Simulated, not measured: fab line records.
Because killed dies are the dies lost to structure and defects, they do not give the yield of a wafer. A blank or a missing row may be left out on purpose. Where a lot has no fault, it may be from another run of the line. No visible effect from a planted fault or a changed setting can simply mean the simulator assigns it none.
Matching of chambers | flow gf180mcu | 4 sister chambers for GF_POLY_GATE_ETCH_13 on rie-si-02
The step etches poly-Si in HBr/Cl2, stops on SiO2, target depth 198.5 nm, time 69.6 s. 4 wafers are shown with their chamber, then 11 later ones without.

## EACH WAFER AND ITS CHAMBER
wafer  | chamber | drypump-motor-current-A (A)
L631.3 | 0       | 5.4
L631.5 | 3       | 4.8
L631.6 | 2       | 5.5
L633.1 | 1       | 5.9

## WAFERS MISSING THEIR CHAMBER
wafer  | drypump-motor-current-A (A)
L633.2 | 5.4
L633.4 | 4.8
L635.2 | 5.3
L635.5 | 5.5
L635.6 | 5.9
L636.3 | 5.4
L636.4 | 5.9
L636.5 | 4.8
L637.1 | 5.4
L637.2 | 4.8
L637.3 | 5.9

## CHAMBER TAKEN BY EACH
wafer  | from the rows above | in truth
L633.2 | 0                   | 0
L633.4 | 3                   | 3
L635.2 | 0                   | 0
L635.5 | 2                   | 2
L635.6 | 1                   | 1
L636.3 | 0                   | 0
L636.4 | 1                   | 1
L636.5 | 3                   | 3
L637.1 | 0                   | 0
L637.2 | 3                   | 3
L637.3 | 1                   | 1
11 of 11 placed correctly. Not placeable from these rows: 0. Wrongly placed: 0.
How it was worked out, from the rows above alone: a wafer's distance from a chamber is the root of the sum, over the readings, of the square of ((its reading less the chamber's mean) divided by the reading's scatter). If the next closest chamber is less than 2 further off than the closest, the wafer can't be placed; otherwise it belongs to the closest. For every chamber, the mean is computed from those of its wafers that are shown. The scatter (one wafer shown for each chamber): square how far every hidden wafer sits from the nearest shown wafer, average those squares and take the square root.
